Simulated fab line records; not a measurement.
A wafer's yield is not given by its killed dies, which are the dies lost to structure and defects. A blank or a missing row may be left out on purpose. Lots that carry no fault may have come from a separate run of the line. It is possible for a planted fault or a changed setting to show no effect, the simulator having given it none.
fab line records	flow gf180mcu
record: lots: 15	wafers: 45	last_day: 34
route steps=602 shown SALICIDE@284 V1@356 V2@384 M3@415
lots with no fault: from the same line, run without faults
start_h: the number of hours between the record's first day and the start of the first shown wafer of the lot	wait_h: hours from the lot's prior step to this one	" identical to the entry in the row above	L1.1+2: several wafers, shown together as one row	- no value, or no start was given	* or withheld: withheld	< > ~ a bound
route shown NAME@n: a module of which the file shows steps, and the number in the route of the first	usual: average and standard deviation across the fault-free wafers	same: alike in all rows	chamber/n: place in a boat	sites: the reading at each site	_std_site: standard deviation across them	_edge_site: outer sites' mean less inner sites'	radius_mm: how far each site lies from the wafer's centre	mask NAME#n: copy n	behind: the tool/chamber that last shaped the wafer	hold: what put the lot on hold/how long, in hours/how the hold closed	device: names the non-switching transistor (n, p or np)	end of line: tests of these same wafers at the route's end	a step given without rows: its recipe and nothing more	killed: count of dies lost to structure and defects at first sort (not the wafer's yield)	map: shows each die of a wafer: x if killed, . if not, _ if none is there
set.NAME: the setting as run; set.NAME@STEP: as run at that earlier step	model.NAME: the simulator's own value behind a step, which no gauge read
the route's steps for a sample of lots (tables are steps, rows are wafers)
services: when a tool's chamber went out of use (start_h, in hours from the record's first day, below 0 if earlier), for how many hours, and the reason
== steps ==
step: GF_SALICIDE_RTA_06
recipe: temp_c: 530	time_s: 30	ambient: N2
usual: lamp_power_pct: 6.42/0.22	wafer_temp_C_max: 532.5/0.56
lot.wafer	tool	chamber	start_h	wait_h	lamp_power_pct	wafer_temp_C_max
L304.1	rtp_anneal-01	0	338.13	0.1	6.16	532.2
L304.4	"	0	"	"	6.17	532.9
L304.6	"	0	"	"	6.16	532.0
L305.3	rtp_anneal-01	0	351.43	0.1	6.17	532.7
L305.4	"	0	"	"	6.17	532.4
L305.6	"	0	"	"	6.17	531.5
L306.1	rtp_anneal-01	0	362.81	0.1	6.16	532.1
L306.4	"	0	"	"	6.17	532.2
L306.6	"	0	"	"	6.17	532.6
L308.2	rtp_anneal-02	0	384.98	0.1	6.61	532.3
L308.3	"	0	"	"	6.61	533.3
L308.6	"	0	"	"	6.61	532.4
L309.3	rtp_anneal-01	0	389.46	0.1	6.15	532.0
L309.5	"	0	"	"	6.16	532.9
L309.6	"	0	"	"	6.17	532.4
L310.2	rtp_anneal-02	0	393.75	0.1	6.60	533.7
L310.4	"	0	"	"	6.61	533.0
L310.6	"	0	"	"	6.61	533.7
L313.1	rtp_anneal-02	0	417.64	0.1	6.61	532.6
L313.2	"	0	"	"	6.61	532.4
L313.4	"	0	"	"	6.60	532.5
L314.1	rtp_anneal-02	0	429.18	0.1	6.60	533.0
L314.3	"	0	"	"	6.61	532.8
L314.6	"	0	"	"	6.61	532.8
L317.1	rtp_anneal-02	0	451.83	0.1	6.60	532.3
L317.2	"	0	"	"	6.60	533.2
L317.6	"	0	"	"	6.60	532.1
L318.1	rtp_anneal-02	0	469.33	0.1	6.59	533.2
L318.4	"	0	"	"	6.61	531.9
L318.6	"	0	"	"	6.61	533.1
L319.3	rtp_anneal-02	0	478.06	0.1	6.60	533.7
L319.4	"	0	"	"	6.60	532.5
L319.5	"	0	"	"	6.61	533.1
L321.1	rtp_anneal-02	0	487.63	0.1	6.59	533.5
L321.2	"	0	"	"	6.61	533.6
L321.4	"	0	"	"	6.60	533.0
L322.2	rtp_anneal-02	0	498.44	0.1	6.60	532.7
L322.5	"	0	"	"	6.60	532.6
L322.6	"	0	"	"	6.61	533.1
L324.2	rtp_anneal-02	0	514.84	0.1	6.60	532.4
L324.3	"	0	"	"	6.59	532.6
L324.5	"	0	"	"	6.60	532.0
L327.2	rtp_anneal-02	0	535.99	0.1	6.60	533.3
L327.3	"	0	"	"	6.61	531.9
L327.4	"	0	"	"	6.61	533.0
step: GF_V1_SPUTTER_21
recipe: material: Ti	target_thk_nm: 15	chamber_pressure_pa: 5	power_w: 2500	substrate_temp_c: 200	time_s: 80.02
usual: substrate_temp_c: 199.99/0.16	throttle_valve_pct: 30.0/1
lot.wafer	tool	chamber	start_h	wait_h	substrate_temp_c	throttle_valve_pct
L304.1	pvd_sputter-04	-	409.90	0.0	200.06	28.8
L304.4	"	-	"	"	200.01	29.7
L304.6	"	-	"	"	200.03	29.8
L305.3	pvd_sputter-02	-	426.11	0.0	200.12	30.3
L305.4	"	-	"	"	200.06	31.7
L305.6	"	-	"	"	199.99	31.4
L306.1	pvd_sputter-02	-	435.81	0.0	200.09	30.3
L306.4	"	-	"	"	200.28	31.6
L306.6	"	-	"	"	199.95	31.6
L308.2	pvd_sputter-04	-	460.76	0.0	199.90	29.7
L308.3	"	-	"	"	199.91	28.5
L308.6	"	-	"	"	200.31	28.6
L309.3	pvd_sputter-02	-	466.47	0.0	199.86	31.4
L309.5	"	-	"	"	199.98	31.8
L309.6	"	-	"	"	199.66	30.1
L310.2	pvd_sputter-03	-	470.85	0.0	199.95	30.8
L310.4	"	-	"	"	199.84	28.9
L310.6	"	-	"	"	200.09	30.2
L313.1	pvd_sputter-03	-	494.52	0.0	200.24	30.0
L313.2	"	-	"	"	200.12	30.7
L313.4	"	-	"	"	199.96	29.2
L314.1	pvd_sputter-02	-	506.81	0.0	200.14	31.8
L314.3	"	-	"	"	199.79	29.5
L314.6	"	-	"	"	200.07	28.6
L317.1	pvd_sputter-02	-	528.29	0.0	199.87	31.3
L317.2	"	-	"	"	200.03	29.0
L317.6	"	-	"	"	199.86	31.9
L318.1	pvd_sputter-03	-	544.37	0.0	199.86	30.5
L318.4	"	-	"	"	199.93	29.1
L318.6	"	-	"	"	199.99	30.9
L319.3	pvd_sputter-04	-	552.70	0.0	200.03	29.8
L319.4	"	-	"	"	200.13	28.3
L319.5	"	-	"	"	200.24	28.6
L321.1	pvd_sputter-02	-	561.05	0.0	199.82	32.1
L321.2	"	-	"	"	199.80	29.2
L321.4	"	-	"	"	200.08	30.3
L322.2	pvd_sputter-04	-	571.14	0.0	199.79	30.0
L322.5	"	-	"	"	200.09	28.8
L322.6	"	-	"	"	200.06	29.8
L324.2	pvd_sputter-03	-	586.26	0.0	200.09	30.1
L324.3	"	-	"	"	200.07	30.4
L324.5	"	-	"	"	200.08	29.0
L327.2	pvd_sputter-04	-	606.39	0.0	200.19	29.9
L327.3	"	-	"	"	200.00	29.8
L327.4	"	-	"	"	200.02	28.7
step: GF_V2_CVD_02
recipe: material: SiO2	target_thk_nm: 850	precursor: TEOS	temp_c: 400	time_s: 94.851	rf_w: 600
usual: heater_power_w: 660/100
lot.wafer	tool	chamber	start_h	wait_h	heater_power_w
L304.1	pecvd-04	2	435.39	0.1	637
L304.4	"	1	"	"	653
L304.6	"	2	"	"	497
L305.3	pecvd-01	2	452.40	0.0	514
L305.4	"	0	"	"	527
L305.6	"	2	"	"	556
L306.1	pecvd-03	2	462.93	0.1	838
L306.4	"	1	"	"	646
L306.6	"	0	"	"	812
L308.2	pecvd-01	2	486.93	0.0	520
L308.3	"	1	"	"	577
L308.6	"	0	"	"	671
L309.3	pecvd-01	1	492.40	0.0	656
L309.5	"	1	"	"	682
L309.6	"	0	"	"	542
L310.2	pecvd-03	2	496.39	0.0	826
L310.4	"	1	"	"	756
L310.6	"	2	"	"	666
L313.1	pecvd-01	1	519.60	0.1	631
L313.2	"	0	"	"	651
L313.4	"	2	"	"	598
L314.1	pecvd-01	0	531.43	0.1	571
L314.3	"	1	"	"	600
L314.6	"	1	"	"	666
L317.1	pecvd-03	1	552.35	0.1	731
L317.2	"	2	"	"	826
L317.6	"	2	"	"	682
L318.1	pecvd-03	2	567.88	0.1	815
L318.4	"	0	"	"	815
L318.6	"	1	"	"	751
L319.3	pecvd-03	2	577.00	0.0	794
L319.4	"	0	"	"	797
L319.5	"	2	"	"	841
L321.1	pecvd-04	2	585.57	0.1	552
L321.2	"	0	"	"	556
L321.4	"	2	"	"	588
L322.2	pecvd-04	0	594.75	0.0	557
L322.5	"	0	"	"	447
L322.6	"	2	"	"	606
L324.2	pecvd-01	2	608.97	0.0	499
L324.3	"	1	"	"	679
L324.5	"	0	"	"	626
L327.2	pecvd-01	0	628.78	0.0	610
L327.3	"	1	"	"	627
L327.4	"	0	"	"	649
step: GF_V2_THK_MEAS_03
recipe: reads: SiO2_of_V2_CVD_02
usual: V2_CVD_02_THK: 847/12
lot.wafer	tool	chamber	start_h	wait_h	hold	V2_CVD_02_THK[nm]
L304.1	film_metro-02	-	435.46	0.0	-	849
L304.4	"	-	"	"	-	858
L304.6	"	-	"	"	-	865
L305.3	film_metro-03	-	452.49	0.1	-	850
L305.4	"	-	"	"	-	845
L305.6	"	-	"	"	-	855
L306.1	film_metro-04	-	463.00	0.0	-	836
L306.4	"	-	"	"	-	839
L306.6	"	-	"	"	-	855
L308.2	film_metro-02	-	487.01	0.0	-	834
L308.3	"	-	"	"	-	835
L308.6	"	-	"	"	-	838
L309.3	film_metro-03	-	492.49	0.1	-	833
L309.5	"	-	"	"	-	853
L309.6	"	-	"	"	-	836
L310.2	film_metro-02	-	496.47	0.0	-	841
L310.4	"	-	"	"	-	853
L310.6	"	-	"	"	-	858
L313.1	film_metro-02	-	519.67	0.0	-	838
L313.2	"	-	"	"	-	828
L313.4	"	-	"	"	-	860
L314.1	film_metro-02	-	531.50	0.0	-	824
L314.3	"	-	"	"	-	830
L314.6	"	-	"	"	-	855
L317.1	film_metro-02	-	552.42	0.0	await_dispo/0.2h/release	838
L317.2	"	-	"	"	await_dispo/0.2h/release	839
L317.6	"	-	"	"	await_dispo/0.2h/release	521
L317.1	film_metro-02	-	552.64	0.2	-	839
L317.2	"	-	"	"	-	839
L317.6	"	-	"	"	-	521
L318.1	film_metro-02	-	567.95	0.0	await_dispo/0.2h/release	847
L318.4	"	-	"	"	await_dispo/0.2h/release	853
L318.6	"	-	"	"	await_dispo/0.2h/release	516
L318.1	film_metro-02	-	568.17	0.2	-	848
L318.4	"	-	"	"	-	852
L318.6	"	-	"	"	-	516
L319.3	film_metro-02	-	577.09	0.1	await_dispo/0.2h/release	826
L319.4	"	-	"	"	await_dispo/0.2h/release	852
L319.5	"	-	"	"	await_dispo/0.2h/release	525
L319.3	film_metro-02	-	577.34	0.2	-	826
L319.4	"	-	"	"	-	852
L319.5	"	-	"	"	-	526
L321.1	film_metro-04	-	585.64	0.0	-	855
L321.2	"	-	"	"	-	848
L321.4	"	-	"	"	-	874
L322.2	film_metro-03	-	594.83	0.0	-	857
L322.5	"	-	"	"	-	852
L322.6	"	-	"	"	-	860
L324.2	film_metro-04	-	609.05	0.0	-	844
L324.3	"	-	"	"	-	834
L324.5	"	-	"	"	-	851
L327.2	film_metro-02	-	628.86	0.0	-	845
L327.3	"	-	"	"	-	838
L327.4	"	-	"	"	-	854
step: GF_V2_CMP_04
recipe: material: SiO2	down_force_psi: 4	platen_rpm: 60	pad_velocity_m_s: 0.94248
usual: motor_current_A: 11.7/1.1	time_to_endpoint_s: 80/6.5
lot.wafer	tool	chamber	start_h	wait_h	hold	motor_current_A	time_to_endpoint_s
L304.4	cmp-01	3	435.52	0.0	-	10.1	86
L304.1	"	0	"	"	-	12.9	82
L304.6	"	3	"	"	-	10.5	88
L305.4	cmp-02	1	452.53	0.0	-	10.4	76
L305.3	"	3	"	"	-	11.4	84
L305.6	"	2	"	"	-	13.2	84
L306.1	cmp-02	3	463.14	0.1	-	12.2	81
L306.4	"	1	"	"	-	9.9	74
L306.6	"	2	"	"	-	13.1	88
L308.2	cmp-02	3	487.20	0.2	-	11.9	81
L308.3	"	0	"	"	-	11.2	66
L308.6	"	0	"	"	-	11.5	69
L309.3	cmp-01	2	492.58	0.1	-	11.6	74
L309.6	"	1	"	"	-	13.2	73
L309.5	"	2	"	"	-	11.2	82
L310.2	cmp-02	1	496.52	0.0	-	10.3	73
L310.4	"	3	"	"	-	12.1	85
L310.6	"	2	"	"	-	13.7	84
L313.1	cmp-01	3	519.78	0.1	-	10.3	77
L313.4	"	0	"	"	-	12.5	86
L313.2	"	1	"	"	-	13.3	81
L314.3	cmp-01	2	531.61	0.1	-	11.5	75
L314.1	"	0	"	"	-	12.1	73
L314.6	"	1	"	"	-	13.2	89
L317.2	cmp-02	3	564.92	12.3	await_dispo/8.0h/release	11.9	84
L317.1	"	0	"	"	await_dispo/8.0h/release	11.4	72
L317.6	"	2	"	"	await_dispo/8.0h/release	13.3	42
L318.1	cmp-01	3	576.33	8.1	await_dispo/2.7h/release	9.6	79
L318.4	"	2	"	"	await_dispo/2.7h/release	11.3	85
L318.6	"	3	"	"	await_dispo/2.7h/release	9.9	38
L319.4	cmp-01	0	579.91	2.5	await_dispo/2.0h/release	12.5	78
L319.3	"	1	"	"	await_dispo/2.0h/release	13.7	74
L319.5	"	3	"	"	await_dispo/2.0h/release	10.0	42
L321.4	cmp-01	2	585.70	0.0	-	11.4	97
L321.2	"	0	"	"	-	12.8	82
L321.1	"	1	"	"	-	13.0	91
L322.2	cmp-02	0	594.88	0.0	-	11.2	73
L322.5	"	0	"	"	-	12.0	73
L322.6	"	1	"	"	-	10.2	77
L324.2	cmp-02	0	609.15	0.1	-	11.3	71
L324.3	"	2	"	"	-	12.4	78
L324.5	"	3	"	"	-	11.8	84
L327.4	cmp-02	2	628.91	0.0	-	13.3	82
L327.2	"	3	"	"	-	11.7	87
L327.3	"	1	"	"	-	10.0	74
step: GF_V2_ETCH_17
recipe: chemistry: C4F8/O2/Ar	mask_material: KrF	target: SiO2	stop_on: TiN	source_w: 1500	bias_w: 1200	pressure_mtorr: 40	c4f8_flow_sccm: withheld	O2_flow_sccm: 6	Ar_flow_sccm: 300	time_s: withheld	target_depth_a: 6300
usual: oes_product_au: 0.856/0.0045
lot.wafer	tool	chamber	start_h	wait_h	oes_product_au
L304.1	rie_diel-04	3	-	-	0.856
L304.4	"	1	"	"	0.849
L304.6	"	0	"	"	0.861
L305.3	rie_diel-04	2	-	-	0.862
L305.4	"	3	"	"	0.860
L305.6	"	3	"	"	0.856
L306.1	rie_diel-02	0	-	-	0.855
L306.4	"	3	"	"	0.854
L306.6	"	0	"	"	0.851
L308.2	rie_diel-04	2	-	-	0.845
L308.3	"	1	"	"	0.857
L308.6	"	1	"	"	0.858
L309.3	rie_diel-01	0	-	-	0.856
L309.5	"	3	"	"	0.862
L309.6	"	0	"	"	0.851
L310.2	rie_diel-01	3	-	-	0.857
L310.4	"	2	"	"	0.852
L310.6	"	1	"	"	0.858
L313.1	rie_diel-01	0	-	-	0.857
L313.2	"	1	"	"	0.864
L313.4	"	3	"	"	0.860
L314.1	rie_diel-02	0	-	-	0.855
L314.3	"	2	"	"	0.860
L314.6	"	2	"	"	0.862
L317.1	rie_diel-01	2	-	-	0.854
L317.2	"	3	"	"	0.854
L317.6	"	3	"	"	0.764
L318.1	rie_diel-02	2	-	-	0.858
L318.4	"	0	"	"	0.860
L318.6	"	0	"	"	0.767
L319.3	rie_diel-02	2	-	-	0.850
L319.4	"	3	"	"	0.857
L319.5	"	0	"	"	0.773
L321.1	rie_diel-01	3	-	-	0.856
L321.2	"	1	"	"	0.854
L321.4	"	2	"	"	0.855
L322.2	rie_diel-02	3	-	-	0.856
L322.5	"	0	"	"	0.856
L322.6	"	3	"	"	0.849
L324.2	rie_diel-01	0	-	-	0.849
L324.3	"	1	"	"	0.857
L324.5	"	0	"	"	0.857
L327.2	rie_diel-01	2	-	-	0.854
L327.3	"	3	"	"	0.849
L327.4	"	1	"	"	0.855
step: GF_M3_THK_MEAS_06
recipe: thk_meas_gauge: xrf	reads: AlCu_of_M3_SPUTTER_02
usual: M3_ALCU_THK: 451/4.9
lot.wafer	tool	chamber	start_h	wait_h	M3_ALCU_THK[nm]
L304.1	film_metro-01	-	462.70	0.1	449
L304.4	"	-	"	"	444
L304.6	"	-	"	"	445
L305.3	film_metro-01	-	479.67	0.1	453
L305.4	"	-	"	"	449
L305.6	"	-	"	"	448
L306.1	film_metro-02	-	489.64	0.1	454
L306.4	"	-	"	"	455
L306.6	"	-	"	"	455
L308.2	film_metro-02	-	512.77	0.1	448
L308.3	"	-	"	"	452
L308.6	"	-	"	"	453
L309.3	film_metro-03	-	518.18	0.1	447
L309.5	"	-	"	"	449
L309.6	"	-	"	"	447
L310.2	film_metro-03	-	522.60	0.1	459
L310.4	"	-	"	"	455
L310.6	"	-	"	"	455
L313.1	film_metro-01	-	544.77	0.1	453
L313.2	"	-	"	"	449
L313.4	"	-	"	"	454
L314.1	film_metro-01	-	556.53	0.1	440
L314.3	"	-	"	"	442
L314.6	"	-	"	"	441
L317.1	film_metro-03	-	577.27	0.1	457
L317.2	"	-	"	"	456
L317.6	"	-	"	"	455
L318.1	film_metro-01	-	591.90	0.1	456
L318.4	"	-	"	"	455
L318.6	"	-	"	"	457
L319.3	film_metro-03	-	601.46	0.1	443
L319.4	"	-	"	"	446
L319.5	"	-	"	"	444
L321.1	film_metro-02	-	609.54	0.1	450
L321.2	"	-	"	"	457
L321.4	"	-	"	"	452
L322.2	film_metro-03	-	617.88	0.1	454
L322.5	"	-	"	"	448
L322.6	"	-	"	"	446
L324.2	film_metro-02	-	631.86	0.1	452
L324.3	"	-	"	"	451
L324.5	"	-	"	"	460
L327.2	film_metro-02	-	650.95	0.1	452
L327.3	"	-	"	"	456
L327.4	"	-	"	"	452
== services ==
tool	chamber	start_h	hours	kind
cmp-02	-	344.43	1.8	repair
pecvd-03	-	363.04	2.8	pm
pecvd-03	-	368.88	14.0	pm
rie_diel-02	1	375.06	3.0	repair
cmp-01	-	404.19	4.0	pm
cmp-01	-	456.30	23.1	pm
pvd_sputter-02	-	469.09	4.3	repair
rie_diel-01	2	479.60	22.2	repair
cmp-01	-	486.40	2.2	repair
pvd_sputter-02	-	507.41	1.7	repair
cmp-02	-	530.30	14.0	pm
rie_diel-01	1	547.66	2.7	repair
rie_diel-01	1	552.32	36.0	repair
pvd_sputter-02	-	555.71	0.6	repair
cmp-02	-	557.69	6.6	pm
cmp-02	-	564.62	0.3	repair
cmp-01	-	569.31	7.0	pm
cmp-02	-	572.22	4.0	pm
cmp-02	-	573.43	4.2	repair
cmp-02	-	584.12	2.1	repair
cmp-01	-	586.65	4.4	pm
pecvd-01	-	591.12	14.0	pm
rtp_anneal-02	-	611.64	3.9	pm
cmp-01	-	646.01	10.2	repair
== key ==
first_sign: step: GF_V2_THK_MEAS_03	reading: visit	direction: added
effect: step: GF_V2_THK_MEAS_03	reading: V2_CVD_02_THK	direction: down	sigmas: 27	usual: 847	struck: 521
effect: step: GF_V2_CMP_04	reading: time_to_endpoint_s	direction: down	sigmas: 6.1	usual: *	struck: *
effect: step: GF_V2_ETCH_17	reading: oes_product_au	direction: down	sigmas: 19	usual: 0.856	struck: 0.768
met_at GF_V2_CVD_02
struck_lots L317,L318,L319
struck_wafers L317.6,L318.6,L319.5
sort_left_out L317.6,L318.6,L319.5
not_acting_at GF_SALICIDE_RTA_06,GF_V1_SPUTTER_21,GF_M3_THK_MEAS_06
onset_between 496.39 552.35
fault: kind: process_parameter_drift	tool: pecvd-03	chamber: -	onset_h: 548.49	steps: GF_V2_CVD_02	channel: target_thk_nm	offset: -326.75	shape: step	end_h: 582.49	scope: struck_wafers_only	acts_in: these_recipes_only	stated: 850
sort_left_out: the simulated sort isn't trusted on such a fault, so these wafers' sort isn't shown, and their yield isn't known
